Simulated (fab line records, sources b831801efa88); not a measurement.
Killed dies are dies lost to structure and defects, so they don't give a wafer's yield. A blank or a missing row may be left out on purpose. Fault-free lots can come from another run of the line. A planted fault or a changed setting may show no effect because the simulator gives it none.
Chamber matching ; flow sky130 ; hdpcvd-02 running SKY_FIELD_ISO_CVD_24: 3 sister chambers
The step deposits SiO2, target thk 595 nm, time 99.2 s. 18 wafers are shown with their chamber, then 9 later ones without.

## WAFERS, EACH WITH ITS CHAMBER
wafer;chamber;pressure mtorr (mTorr)
L379.3;2;5.981
L379.5;0;6.014
L379.6;2;6.004
L380.1;0;5.999
L380.2;2;6.029
L380.5;2;5.992
L381.1;2;5.990
L381.2;1;5.985
L381.3;0;5.998
L383.3;0;6.003
L383.4;0;5.997
L383.5;2;6.015
L384.1;1;6.000
L384.2;2;6.018
L384.3;0;5.967
L386.1;0;6.008
L386.2;2;6.003
L386.4;1;5.989

SIGNATURES, as means of the wafers listed above
reading;chamber 0;chamber 1;chamber 2;scatter within a chamber
pressure mtorr;5.99800;5.99133;6.00400;0.0148
Rule: a wafer's distance from a chamber is the root of the sum, over the readings, of the square of ((its reading less the chamber's mean) divided by the reading's scatter). The wafer belongs to the nearest chamber; if the next one is less than 2 further off, it can't be placed. How the scatter is found: for the shown wafers, subtract from each reading the mean of its chamber, square and add these, divide the total by (wafers less chambers), then take the root.

## WAFERS WITHOUT THEIR CHAMBER
wafer;pressure mtorr (mTorr)
L387.1;6.008
L387.3;5.983
L387.4;6.005
L394.2;5.999
L394.3;5.991
L394.6;5.996
L395.1;5.999
L395.5;6.009
L395.6;6.013

## WHICH CHAMBER EACH ONE RAN IN
wafer;from the rows above;in truth
L387.1;can't be placed: 2 or 0 or 1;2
L387.3;can't be placed: 1 or 0 or 2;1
L387.4;can't be placed: 2 or 0 or 1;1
L394.2;can't be placed: 0 or 2 or 1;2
L394.3;can't be placed: 1 or 0 or 2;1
L394.6;can't be placed: 0 or 1 or 2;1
L395.1;can't be placed: 0 or 2 or 1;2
L395.5;can't be placed: 2 or 0 or 1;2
L395.6;can't be placed: 2 or 0 or 1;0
Correctly placed: 0 of 9. These rows do not allow placing 9 (true chamber among the candidates in 9). Placed wrongly: 0.
